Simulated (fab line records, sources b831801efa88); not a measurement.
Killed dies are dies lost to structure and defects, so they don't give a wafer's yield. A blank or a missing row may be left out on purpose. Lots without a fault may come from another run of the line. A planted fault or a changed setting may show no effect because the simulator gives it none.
fab line records | flow sky130
record lots=7 wafers=18 last_day=50
route steps=708 shown FIELD_ISO@6 PAD_OPEN@708
lots that met no fault: from a run of the same line without faults
start_h: hours from the record's first day to the start of the lot's first wafer shown | wait_h: hours since the lot's step before | " the same as in the row above | L1.1+2: a row that stands for several wafers | - no value, or no start given | * or withheld: withheld | < > ~ a bound
route shown NAME@n: a module of which the file shows steps, and the number in the route of the first | usual: mean/standard deviation of fault-free wafers | same: alike in all rows | chamber/n: place in a boat | sites: the reading at each site | _std_site: their standard deviation | _edge_site: outer sites' mean less inner sites' | radius_mm: how far each site lies from the wafer's centre | mask NAME#n: copy n | behind: the tool/chamber that last shaped the wafer | hold: why the lot was held/for how many hours/how that ended | device: the transistor (n, p or np) that didn't switch | end of line: the same wafers' tests at the end of the route | a step without rows: its recipe alone | killed: dies lost to structure and defects at the first sort, not the wafer's yield | map: a wafer's dies, x killed, . not, _ none there
set.NAME: the setting as run; set.NAME@STEP: as run at that earlier step | model.NAME: the simulator's own value behind a step, which no gauge read
lots at some steps of the route; a table a step, a row a wafer
services: from which hour (start_h, from the record's first day; less than 0 if before it) a tool's chamber was out of use, for how many hours, and why
## steps
# step SKY_FIELD_ISO_DEHYDRATE_05
# recipe temp_c=200 time_s=60
# step SKY_FIELD_ISO_HMDS_06
# recipe prime_time_s=60 prime_temp_c=120
# step SKY_FIELD_ISO_COAT_07
# recipe resist=BARC temp_c=withheld time_s=withheld spin_rpm=3000 resist_thk_nm=60
# step SKY_FIELD_ISO_COAT_08
# recipe resist=KrF-thick spin_rpm=3000 resist_thk_nm=450
# step SKY_FIELD_ISO_SOFTBAKE_09
# recipe temp_c=100 time_s=90 resist=KrF-thick
# step SKY_FIELD_ISO_EXPOSE_10
# recipe mask_id=FOM na=0.68 source_shape=annular sigma_inner=0.4 sigma_outer=0.8 target_cd_nm=150 dose_mj=28
# step SKY_FIELD_ISO_PEB_11
# recipe peb_temp_c=withheld peb_time_s=withheld resist=KrF-thick
# step SKY_FIELD_ISO_DEVELOP_12
# recipe develop_time_s=60 resist=KrF-thick dev_temp_c=21
# step SKY_FIELD_ISO_CD_MEAS_13
# recipe target_cd_nm=150
# usual cd_nm=150.1/1.6
# columns lot.wafer tool chamber start_h wait_h cd_nm
L905.1 cd_sem-02 - 33.46 - 149.7
L905.3 " - " " 149.6
L905.5 " - " " 150.0
L908.3 cd_sem-02 - 51.79 - 150.8
L908.4 " - " " 151.3
L908.5 " - " " 149.9
L910.1 cd_sem-02 - 62.00 - 151.1
L910.2 " - " " 151.8
L910.6 " - " " 153.4
L912.3 cd_sem-01 - 69.44 - 148.5
L912.5 " - " " 148.4
L913.1 cd_sem-01 - 74.75 - 149.6
L913.3 " - " " 150.2
L914.2 cd_sem-01 - 81.51 - 152.7
L914.5 " - " " 150.2
L926.1 cd_sem-02 - 143.41 - 149.9
L926.4 " - " " 150.3
L926.6 " - " " 150.5
# step SKY_FIELD_ISO_ETCH_14
# recipe chemistry=N2/H2 target=BARC ion_energy_ev=200 source_w=500 bias_w=100 pressure_mtorr=30 n2_flow_sccm=100 h2_flow_sccm=200 stop_on=SiO2 time_s=45.9 target_depth_a=600
# usual chamber_pressure_mTorr=29.997/0.028 drypump_motor_current_A=5.9/0.43 n2_flow_sccm=100.01/0.29 oes_product_au=0.855/0.0045 run_length_s=74.1/0.46 throttle_valve_pct=13.226/0.0088
# same time_s=45.9
# columns lot.wafer tool chamber start_h wait_h chamber_pressure_mTorr drypump_motor_current_A n2_flow_sccm oes_product_au rf_hours_counter_h run_length_s throttle_valve_pct
L905.1 rie_diel-02 2 33.58 0.1 30.007 5.9 100.46 0.858 86 73.7 13.227
L905.3 " 3 " " 30.012 5.3 99.85 0.855 25 73.5 13.227
L905.5 " 2 " " 30.000 6.0 100.33 0.853 - 73.6 13.219
L908.3 rie_diel-04 0 51.87 0.1 29.982 6.1 100.21 0.858 69 74.3 13.228
L908.4 " 1 " " 30.004 5.7 99.52 0.856 - 74.2 13.214
L908.5 " 2 " " 29.970 5.2 99.72 0.859 - 74.1 13.236
L910.1 rie_diel-04 0 62.12 0.1 29.995 6.0 100.12 0.853 69 73.8 13.230
L910.2 " 1 " " 29.958 5.7 99.96 0.854 73 74.2 13.237
L910.6 " 2 " " 30.010 5.2 100.09 0.847 - 74.8 13.212
L912.3 rie_diel-01 0 69.52 0.1 30.013 6.1 99.71 0.853 65 73.5 13.216
L912.5 " 0 " " 30.016 6.1 99.99 0.856 - 73.5 13.231
L913.1 rie_diel-01 3 74.87 0.1 29.968 6.7 100.05 0.852 49 74.0 13.237
L913.3 " 0 " " 29.959 6.1 99.79 0.853 65 73.4 13.221
L914.2 rie_diel-02 0 81.61 0.1 29.997 5.7 100.25 0.862 17 74.5 13.212
L914.5 " 2 " " 29.970 5.9 100.08 0.855 - 74.1 13.229
L926.1 rie_diel-01 2 143.53 0.1 30.011 6.2 99.66 0.858 94 74.0 13.235
L926.4 " 1 " " 29.938 6.4 100.35 0.856 43 73.9 13.220
L926.6 " 1 " " 30.020 6.4 100.55 0.856 - 74.0 13.238
# step SKY_FIELD_ISO_ETCH_15
# recipe chemistry=CHF3/O2 target_depth_nm=180 stop_on=Si source_w=600 bias_w=200 pressure_mtorr=40 chf3_flow_sccm=50 O2_flow_sccm=5 time_s=72
# usual chamber_pressure_mTorr=40.00/0.037 chf3_flow_sccm=50.01/0.14 drypump_motor_current_A=5.9/0.44 oes_product_au=0.944/0.0075 run_length_s=100.3/0.49 throttle_valve_pct=8.844/0.0087
# same time_s=72
# columns lot.wafer tool chamber start_h wait_h chamber_pressure_mTorr chf3_flow_sccm drypump_motor_current_A oes_product_au rf_hours_counter_h run_length_s throttle_valve_pct
L905.1 rie_diel-02 2 33.62 0.0 39.99 49.81 5.9 0.950 86 99.8 8.852
L905.3 " 3 " " 39.99 49.70 5.2 0.942 25 99.3 8.848
L905.5 " 2 " " 40.07 50.17 5.9 0.949 - 99.6 8.849
L908.3 rie_diel-04 0 51.91 0.0 39.96 50.12 6.0 0.950 69 100.0 8.844
L908.4 " 1 " " 39.94 50.17 5.7 0.958 - 100.6 8.846
L908.5 " 2 " " 39.97 49.88 5.2 0.946 - 100.8 8.835
L910.1 rie_diel-04 0 62.16 0.0 40.06 50.14 6.0 0.944 69 100.6 8.824
L910.2 " 1 " " 39.99 50.03 5.7 0.950 73 100.7 8.829
L910.6 " 2 " " 39.99 49.94 5.2 0.947 - 100.6 8.850
L912.3 rie_diel-01 0 69.56 0.0 39.97 49.92 6.1 0.952 65 100.0 8.841
L912.5 " 0 " " 40.02 49.98 6.1 0.951 - 99.8 8.850
L913.1 rie_diel-01 3 74.91 0.0 39.99 50.02 6.6 0.950 49 100.4 8.834
L913.3 " 0 " " 40.01 49.73 6.1 0.942 65 100.0 8.850
L914.2 rie_diel-02 0 81.66 0.0 40.04 50.06 5.7 0.954 17 101.4 8.849
L914.5 " 2 " " 39.97 50.19 5.9 0.936 - 100.5 8.854
L926.1 rie_diel-01 2 143.57 0.0 40.00 49.87 6.2 0.953 94 100.9 8.839
L926.4 " 1 " " 40.01 49.95 6.4 0.936 43 100.3 8.850
L926.6 " 1 " " 39.92 49.94 6.4 0.942 - 100.3 8.849
# step SKY_FIELD_ISO_STRIP_16
# recipe chemistry=O2/N2 power_w=1400 pressure_mtorr=1500 platen_temp_c=withheld o2_flow_sccm=3000 n2_flow_sccm=300 overash_fraction=0.5
# usual chamber_pressure_mTorr=1500.0/1.3 drypump_motor_current_A=5.7/0.53 n2_flow_sccm=299.8/0.96 oes_product_au=0.378/0.0041 strip_time_to_endpoint_s=3.549/0.026
# columns lot.wafer tool chamber start_h wait_h chamber_pressure_mTorr drypump_motor_current_A n2_flow_sccm oes_product_au rf_hours_counter_h strip_time_to_endpoint_s
L905.1 plasma_asher-01 1 33.68 0.0 1499.7 5.0 298.8 0.375 37 3.543
L905.3 " 1 " " 1499.6 5.0 297.2 0.368 - 3.549
L905.5 " 0 " " 1499.5 6.5 300.2 0.371 - 3.543
L908.3 plasma_asher-02 0 52.00 0.1 1497.6 5.9 300.0 0.377 - 3.573
L908.4 " 1 " " 1498.8 6.2 299.4 0.377 - 3.577
L908.5 " 1 " " 1501.9 6.2 300.1 0.382 - 3.543
L910.1 plasma_asher-02 0 62.22 0.0 1499.9 5.9 300.3 0.391 25 3.596
L910.2 " 1 " " 1501.8 6.2 302.2 0.373 25 3.581
L910.6 " 1 " " 1498.6 6.2 301.6 0.377 - 3.531
L912.3 plasma_asher-04 0 69.65 0.1 1500.8 5.3 301.8 0.375 - 3.564
L912.5 " 0 " " 1500.9 5.3 300.1 0.378 - 3.599
L913.1 plasma_asher-04 0 74.97 0.0 1498.4 5.3 298.6 0.374 36 3.536
L913.3 " 1 " " 1500.4 5.5 298.3 0.379 - 3.551
L914.2 plasma_asher-04 1 81.71 0.0 1499.7 5.5 299.6 0.378 37 3.533
L914.5 " 1 " " 1499.9 5.5 300.1 0.374 - 3.548
L926.1 plasma_asher-02 0 143.63 0.0 1500.1 5.9 299.5 0.382 33 3.550
L926.4 " 0 " " 1498.9 5.9 299.4 0.378 - 3.537
L926.6 " 1 " " 1498.0 6.2 299.2 0.376 - 3.532
# step SKY_FIELD_ISO_ETCH_17
# recipe target_depth_a=3420 mask_material=Si3N4 chemistry=HBr/Cl2/O2 target=Si taper_deg=5 icp_w=600 bias_w=150 pressure_mtorr=15 HBr_flow_sccm=150 Cl2_flow_sccm=40 O2_flow_sccm=6 time_s=97.7
# usual chamber_pressure_mTorr=15.001/0.015 drypump_motor_current_A=5.7/0.31 he_backside_leak_sccm=2.85/0.23 oes_product_au=0.999/0.0074 run_length_s=126.2/0.45 throttle_valve_pct=25.657/0.0092
# columns lot.wafer tool chamber start_h wait_h chamber_pressure_mTorr drypump_motor_current_A he_backside_leak_sccm oes_product_au rf_hours_counter_h run_length_s throttle_valve_pct model.etch.depth_nm model.FIELD_ISO.feature_depth_nm model.Si3N4_of_FIELD_ISO_CVD_03.thk_nm
L905.1 rie_si-02 0 33.78 0.1 15.011 5.9 3.01 0.991 60 126.0 25.657 342.7 342.7 149.3
L905.3 " 3 " " 15.019 5.2 2.84 1.003 3 126.5 25.649 340.2 340.2 148.1
L905.5 " 1 " " 14.999 5.8 2.90 1.004 - 125.4 25.673 342.8 342.8 150.2
L908.3 rie_si-01 1 52.07 0.0 15.006 5.6 2.32 1.005 2 126.4 25.661 343.5 343.5 150.4
L908.4 " 2 " " 15.020 5.7 3.04 0.998 116 126.0 25.652 340.3 340.3 150.4
L908.5 " 3 " " 15.003 5.8 3.05 0.989 - 126.8 25.662 337.6 337.6 150
L910.1 rie_si-02 1 62.32 0.1 15.014 5.8 2.83 0.993 142 125.5 25.661 341.3 341.3 151.5
L910.2 " 3 " " 15.012 5.2 2.76 0.985 3 126.4 25.664 337.4 337.4 150.8
L910.6 " 3 " " 14.972 5.2 2.94 0.986 - 127.0 25.651 334.6 334.6 151.2
L912.3 rie_si-01 3 69.72 0.0 14.988 5.8 2.74 0.994 118 127.1 25.650 338.6 338.6 150.5
L912.5 " 1 " " 14.998 5.6 2.43 0.998 - 90.7 25.649 218.4 218.4 155.8
L913.1 rie_si-01 3 75.07 0.1 15.000 5.7 3.07 0.996 118 91.2 25.644 217.9 217.9 156.6
L913.3 " 0 " " 15.004 5.5 2.86 0.999 0 125.9 25.670 342.5 342.5 150.9
L914.2 rie_si-01 2 81.81 0.1 14.990 5.7 2.91 0.998 116 126.2 25.669 344 344 151.2
L914.5 " 0 " " 15.030 5.5 2.76 1.002 - 90.8 25.659 219.8 219.8 153.4
L926.1 rie_si-02 2 143.73 0.1 15.043 6.3 3.00 1.012 106 125.5 25.650 347.6 347.6 148.5
L926.4 " 3 " " 14.997 5.1 2.98 0.994 4 126.3 25.656 338.3 338.3 147.3
L926.6 " 1 " " 15.017 5.9 2.81 1.011 - 125.6 25.659 341.3 341.3 147.4
# step SKY_FIELD_ISO_WET_ETCH_18
# recipe chemistry=H3PO4 target_depth_nm=25 temp_c=160 target=Si3N4 time_s=286
# step SKY_FIELD_ISO_CLEAN_19
# recipe chemistry=SC1/SC2 mix=1:4:20 temp_c=70 time_s=150
# step SKY_FIELD_ISO_CLEAN_20
# recipe chemistry=dHF time_s=20 dilution=100:1
# step SKY_FIELD_ISO_WET_ETCH_21
# recipe chemistry=dHF dilution=100:1 target_depth_nm=20 dry=ipa_marangoni target=SiO2 temp_c=25 time_s=400
# step SKY_FIELD_ISO_OXIDATION_22
# recipe temp_c=950 ambient=O2 stabilise_s=600 purge_s=300 target_thk_a=100 ox_time_s=623
# step SKY_FIELD_ISO_THK_MEAS_23
# recipe reads=SiO2_of_FIELD_ISO_OXIDATION_22
# usual FIELD_ISO_OXIDATION_01_THK=9.87/0.21
# columns lot.wafer tool chamber start_h wait_h FIELD_ISO_OXIDATION_01_THK[nm]
L905.1 film_metro-01 - 35.30 0.0 10.14
L905.3 " - " " 10.24
L905.5 " - " " 10.03
L908.3 film_metro-02 - 53.60 0.0 9.85
L908.4 " - " " 9.86
L908.5 " - " " 9.76
L910.1 film_metro-01 - 63.83 0.0 9.78
L910.2 " - " " 9.86
L910.6 " - " " 9.77
L912.3 film_metro-02 - 71.25 0.0 10.11
L912.5 " - " " 9.85
L913.1 film_metro-01 - 78.27 0.0 9.89
L913.3 " - " " 10.06
L914.2 film_metro-01 - 83.91 0.0 9.98
L914.5 " - " " 10.05
L926.1 film_metro-02 - 147.96 0.0 9.93
L926.4 " - " " 9.86
L926.6 " - " " 9.93
# step SKY_FIELD_ISO_CVD_24
# recipe material=SiO2 target_thk_nm=595 temp_c=650 sigma_open_frac=0.3 time_s=99.2 sih4_flow_sccm=60 pressure_mtorr=6
# step SKY_FIELD_ISO_THK_MEAS_25
# recipe reads=SiO2_of_FIELD_ISO_CVD_24
# usual FIELD_ISO_CVD_24_THK=594/5.3
# columns lot.wafer tool chamber start_h wait_h FIELD_ISO_CVD_24_THK[nm]
L905.1 film_metro-02 - 35.43 0.0 599
L905.3 " - " " 593
L905.5 " - " " 596
L908.3 film_metro-03 - 53.73 0.1 595
L908.4 " - " " 588
L908.5 " - " " 592
L910.1 film_metro-02 - 63.96 0.0 586
L910.2 " - " " 599
L910.6 " - " " 597
L912.3 film_metro-03 - 71.38 0.1 597
L912.5 " - " " 590
L913.1 film_metro-03 - 78.40 0.0 598
L913.3 " - " " 598
L914.2 film_metro-03 - 84.04 0.0 595
L914.5 " - " " 590
L926.1 film_metro-01 - 148.10 0.0 585
L926.4 " - " " 588
L926.6 " - " " 596
# step SKY_FIELD_ISO_ANNEAL_26
# recipe temp_c=1000 time_s=1800 ambient=N2
# step SKY_FIELD_ISO_CMP_27
# recipe stop_on=Si3N4 t_overpolish_s=16 down_force_psi=4 platen_rpm=60 target_thk_nm=457.8 pad_velocity_m_s=0.94248
# usual motor_current_A=11.7/1.4 overpolish_run_s=16.000/0.0092 retaining_ring_pressure_frac=0.999/0.0053 time_to_endpoint_s=114/4
# columns lot.wafer tool chamber start_h wait_h motor_current_A overpolish_run_s retaining_ring_pressure_frac time_to_endpoint_s
L905.3 cmp-02 1 37.88 0.1 11.5 16.007 0.999 109
L905.1 " 3 " " 12.3 15.996 1.001 112
L905.5 " 0 " " 14.6 15.995 0.994 112
L908.4 cmp-01 2 55.37 0.1 11.5 15.989 0.999 104
L908.3 " 3 " " 11.6 15.992 1.007 108
L908.5 " 1 " " 12.9 15.999 1.003 106
L910.1 cmp-01 1 65.62 0.1 12.8 16.001 0.999 110
L910.2 " 2 " " 10.4 16.000 0.995 111
L910.6 " 3 " " 10.9 15.988 0.995 112
L912.3 cmp-02 1 73.84 0.1 11.0 16.010 0.999 116
L912.5 " 3 " " 12.2 16.004 1.000 115
L913.3 cmp-02 2 80.01 0.1 12.6 15.992 0.996 110
L913.1 " 0 " " 14.6 16.009 1.002 109
L914.2 cmp-01 1 85.59 0.0 12.6 15.993 1.000 109
L914.5 " 1 " " 12.9 15.984 0.998 111
L926.1 cmp-02 2 150.91 0.1 11.1 16.016 0.996 110
L926.4 " 3 " " 12.5 15.991 0.989 110
L926.6 " 2 " " 11.9 15.996 0.993 110
# step SKY_FIELD_ISO_WET_ETCH_28
# recipe chemistry=dHF target_depth_nm=23.7 target=SiO2 dilution=10:1 temp_c=25 time_s=47
# usual run_length_s=75.0/2.7 temp_c=25.01/0.1
# same time_s=47
# columns lot.wafer tool chamber start_h wait_h run_length_s temp_c model.Si3N4_of_FIELD_ISO_CVD_03.thk_nm
L905.1 wet_bench-03 1 38.13 0.1 72.4 25.10 118.7
L905.3 " 1 " " 72.4 25.12 117.4
L905.5 " 1 " " 72.4 25.13 119.5
L908.3 wet_bench-01 1 55.57 0.1 74.4 25.06 119.5
L908.4 " 1 " " 74.4 25.06 119.4
L908.5 " 1 " " 74.4 25.08 119
L910.1 wet_bench-04 3 65.82 0.1 74.4 25.10 121
L910.2 " 3 " " 74.4 25.03 120.3
L910.6 " 3 " " 74.4 24.95 120.7
L912.3 wet_bench-04 2 74.04 0.1 73.2 24.92 119.4
L912.5 " 2 " " 73.2 24.96 124.8
L913.1 wet_bench-01 1 80.26 0.1 75.3 25.10 125.6
L913.3 " 1 " " 75.3 24.86 120
L914.2 wet_bench-03 2 85.89 0.2 73.8 24.94 119.4
L914.5 " 2 " " 73.8 25.03 121.5
L926.1 wet_bench-04 0 151.16 0.2 77.7 25.04 116.8
L926.4 " 0 " " 77.7 24.93 115.6
L926.6 " 0 " " 77.7 24.94 115.6
# step SKY_FIELD_ISO_WET_ETCH_29
# recipe chemistry=H3PO4 target_depth_nm=160 target=Si3N4 temp_c=160 time_s=1825
# step SKY_PAD_OPEN_PROBE_99
# columns lot.wafer tool chamber start_h wait_h model.etest.res_p_drift_20v.line_ohm_um model.etest.pfet_16v.r_on_ohm_um model.etest.res_p_drift_20v.rs_ohm_sq model.etest.res_iso_pwell.rs_ohm_sq model.etest.nfet_16v.r_on_ohm_um model.etest.res_iso_pwell.line_ohm_um model.etest.res_nwell.line_ohm_um model.etest.res_nwell.rs_ohm_sq
L905.1 prober-01 - 1072.61 0.1 1.132e+04 1.556e+04 9529 3128 1.451e+04 1200 1168 978.4
L905.3 prober-01 - 1072.71 0.2 1.099e+04 1.539e+04 9273 3081 1.436e+04 1168 1152 959.1
L905.5 prober-01 - 1072.81 0.2 1.165e+04 1.567e+04 9670 3253 1.443e+04 1231 1186 985.2
L908.3 prober-02 - 1095.12 0.2 1.099e+04 1.524e+04 9155 3182 1.453e+04 1198 1077 909.2
L908.4 prober-02 - 1095.17 0.2 1.079e+04 1.512e+04 9096 3116 1.446e+04 1188 1084 892.4
L908.5 prober-02 - 1095.22 0.2 1.065e+04 1.488e+04 8966 3068 1.443e+04 1150 1074 896.3
L910.1 prober-02 - 1109.71 0.1 1.224e+04 1.514e+04 1.018e+04 2873 1.38e+04 1075 1177 990.4
L910.2 prober-02 - 1109.76 0.1 1.185e+04 1.498e+04 9850 2786 1.392e+04 1033 1160 962.3
L910.6 prober-02 - 1109.96 0.2 1.159e+04 1.489e+04 9788 2749 1.371e+04 1010 1154 955.6
L912.3 prober-01 - 1120.97 0.2 1.079e+04 1.491e+04 9027 3144 1.402e+04 1194 1077 903.4
L912.5 prober-01 - 1121.07 0.2 7861 1.21e+04 6477 1880 1.322e+04 708.8 852.6 708
L913.1 prober-02 - 1124.71 0.1 7816 1.229e+04 6625 1934 1.33e+04 736.3 878 730.3
L913.3 prober-02 - 1124.81 0.2 1.123e+04 1.568e+04 9592 3607 1.412e+04 1357 1154 978.4
L914.2 prober-01 - 1132.60 0.1 1.126e+04 1.519e+04 9443 2950 1.432e+04 1129 1141 942
L914.5 prober-01 - 1132.75 0.2 7718 1.239e+04 6499 1832 1.354e+04 695.5 879.2 710.4
L926.1 prober-01 - 1196.66 0.1 1.21e+04 1.528e+04 1.003e+04 3159 1.396e+04 1194 1137 955.4
L926.4 prober-01 - 1196.81 0.2 1.119e+04 1.482e+04 9289 2956 1.381e+04 1115 1090 927.9
L926.6 prober-01 - 1196.91 0.2 1.125e+04 1.488e+04 9410 2974 1.38e+04 1130 1107 928.4
# killed by level:class
L905.1 CONTACT:geometric_particle:open=8 VIA1:geometric_particle:open=6 VIA2:geometric_particle:open=6 LI_CONTACT:geometric_particle:open=5 METAL1:geometric_particle:short=4 FIELD_ISO:geometric_particle:short=3 POLY_GATE:geometric_particle:short=3 VIA3:geometric_particle:open=3
L905.3 CONTACT:geometric_particle:open=9 LI_CONTACT:geometric_particle:open=8 VIA1:geometric_particle:open=8 METAL2:geometric_particle:short=8 POLY_GATE:geometric_particle:short=7 CONTACT:geometric_particle:short=6 VIA3:geometric_particle:open=5 VIA1:geometric_particle:short=5
L905.5 CONTACT:geometric_particle:short=9 VIA1:geometric_particle:open=9 POLY_GATE:geometric_particle:short=8 METAL1:geometric_particle:short=8 CONTACT:geometric_particle:open=7 VIA3:geometric_particle:open=6 LI_CONTACT:geometric_particle:open=6 METAL2:geometric_particle:short=6
L908.3 VIA3:geometric_particle:open=9 CONTACT:geometric_particle:open=8 FIELD_ISO:geometric_particle:short=7 METAL2:geometric_particle:short=6 LI_CONTACT:geometric_particle:open=5 CONTACT:geometric_particle:short=5 METAL1:geometric_particle:short=4 POLY_GATE:geometric_particle:short=3
L908.4 CONTACT:geometric_particle:open=12 VIA3:geometric_particle:open=12 VIA2:geometric_particle:open=8 LI_CONTACT:geometric_particle:open=7 VIA1:geometric_particle:short=7 VIA1:geometric_particle:open=6 METAL2:geometric_particle:short=5 CONTACT:geometric_particle:short=5
L908.5 CONTACT:geometric_particle:open=11 VIA1:geometric_particle:open=11 METAL2:geometric_particle:short=9 CONTACT:geometric_particle:short=7 VIA3:geometric_particle:open=7 VIA1:geometric_particle:short=6 VIA3:geometric_particle:short=6 FIELD_ISO:geometric_particle:short=4
L910.1 CONTACT:geometric_particle:open=11 LI_CONTACT:geometric_particle:open=10 CONTACT:geometric_particle:short=10 VIA1:geometric_particle:open=10 METAL2:geometric_particle:short=7 FIELD_ISO:geometric_particle:open=5 METAL1:geometric_particle:short=5 FIELD_ISO:geometric_particle:short=4
L910.2 CONTACT:geometric_particle:open=12 VIA1:geometric_particle:open=11 LI_CONTACT:geometric_particle:open=9 VIA1:geometric_particle:short=8 VIA3:geometric_particle:open=8 POLY_GATE:geometric_particle:short=5 CONTACT:geometric_particle:short=5 VIA2:geometric_particle:open=4
L910.6 LI_CONTACT:geometric_particle:open=10 VIA1:geometric_particle:open=7 VIA2:geometric_particle:open=5 CONTACT:geometric_particle:open=5 METAL2:geometric_particle:short=5 FIELD_ISO:geometric_particle:open=4 VIA1:geometric_particle:short=4 METAL2:geometric_particle:open=4
L912.3 CONTACT:geometric_particle:open=10 VIA1:geometric_particle:open=10 METAL2:geometric_particle:short=9 VIA3:geometric_particle:open=9 VIA1:geometric_particle:short=8 METAL1:geometric_particle:short=7 FIELD_ISO:geometric_particle:open=6 LI_CONTACT:geometric_particle:open=6
L912.5 CONTACT:geometric_particle:open=13 VIA1:geometric_particle:open=8 VIA3:geometric_particle:open=6 POLY_GATE:geometric_particle:open=6 LI_CONTACT:geometric_particle:open=6 LOCAL_INTERCONNECT:geometric_particle:short=6 METAL2:geometric_particle:short=6 CONTACT:geometric_particle:short=4
L914.2 VIA1:geometric_particle:open=10 CONTACT:geometric_particle:short=9 CONTACT:geometric_particle:open=7 LI_CONTACT:geometric_particle:open=6 METAL1:geometric_particle:short=6 VIA3:geometric_particle:open=6 POLY_GATE:geometric_particle:short=5 VIA1:geometric_particle:short=5
L914.5 CONTACT:geometric_particle:open=8 VIA1:geometric_particle:open=8 VIA3:geometric_particle:open=7 POLY_GATE:geometric_particle:short=5 VIA2:geometric_particle:open=5 LI_CONTACT:geometric_particle:open=4 METAL1:geometric_particle:short=4 METAL2:geometric_particle:short=4
L926.1 LI_CONTACT:geometric_particle:open=10 VIA1:geometric_particle:open=9 METAL1:geometric_particle:short=8 CONTACT:geometric_particle:open=7 VIA2:geometric_particle:short=5 CONTACT:geometric_particle:short=4 VIA1:geometric_particle:short=3 VIA3:geometric_particle:open=3
L926.4 CONTACT:geometric_particle:open=12 VIA2:geometric_particle:open=9 LI_CONTACT:geometric_particle:open=9 METAL2:geometric_particle:short=6 POLY_GATE:geometric_particle:open=4 POLY_GATE:geometric_particle:short=4 VIA1:geometric_particle:short=4 METAL1:geometric_particle:short=4
L926.6 VIA1:geometric_particle:open=12 CONTACT:geometric_particle:open=11 METAL2:geometric_particle:short=9 METAL1:geometric_particle:short=5 VIA3:geometric_particle:open=5 FIELD_ISO:geometric_particle:short=4 LI_CONTACT:geometric_particle:open=4 LOCAL_INTERCONNECT:geometric_particle:short=4
## services
# columns tool chamber start_h hours kind
plasma_asher-02 - 9.77 2.8 pm
plasma_asher-01 - 11.32 0.5 repair
rie_diel-02 3 18.67 1.4 repair
cmp-01 - 24.40 1.8 repair
cmp-02 - 31.59 0.4 repair
cmp-01 - 35.41 12.4 repair
cmp-02 - 47.91 4.4 pm
cmp-02 - 51.44 0.5 repair
cmp-02 - 66.63 4.0 pm
rie_diel-04 3 79.45 1.9 repair
rie_diel-01 0 85.71 10.6 repair
rie_diel-01 - 86.89 2.8 pm
cmp-02 - 102.67 5.4 repair
rie_diel-02 3 111.56 14.3 repair
rie_diel-01 0 111.94 5.3 repair
rie_si-02 - 120.72 1.0 repair
cmp-02 - 131.40 9.2 pm
wet_bench-03 - 132.46 4.4 pm
plasma_asher-02 - 132.73 0.6 repair
rie_si-01 1 132.93 1.6 repair
rie_diel-04 0 135.87 7.5 repair
rie_si-01 - 141.50 2.8 pm
cmp-02 - 141.60 1.2 repair
rie_diel-02 3 148.01 3.7 repair
## key
first_sign step=SKY_FIELD_ISO_ETCH_17 reading=run_length_s direction=down sigmas=78 usual=* struck=*
effect none on later readings
model_effect step=SKY_FIELD_ISO_ETCH_17 value=etch.depth_nm without=343.3 struck=218.7
model_effect step=SKY_FIELD_ISO_WET_ETCH_28 value=Si3N4_of_FIELD_ISO_CVD_03.thk_nm without=118.5 struck=124
model_effect step=SKY_PAD_OPEN_PROBE_99 value=etest.res_p_drift_20v.line_ohm_um without=1.11e+04 struck=7798
met_at SKY_FIELD_ISO_ETCH_17
struck_wafers L912.5,L913.1,L914.5
sort_left_out L913.1
tester_left_out L912,L913,L914
onset_between 52.07 69.72
fault kind=process_parameter_drift tool=rie_si-01 chamber=- onset_h=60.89 steps=SKY_FIELD_ISO_ETCH_17 channel=time_s offset=* shape=step end_h=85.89 scope=struck_wafers_only acts_in=* stated=*
# tester_left_out: of these lots the tester's yield and bins aren't shown, on N5 and GAA mostly nor the transistor test; their killed dies are dies lost to structure and defects alone, not to doping, threshold or leakage, so they don't give the yield
# sort_left_out: the simulated sort isn't trusted on such a fault, so these wafers' sort isn't shown, and their yield isn't known
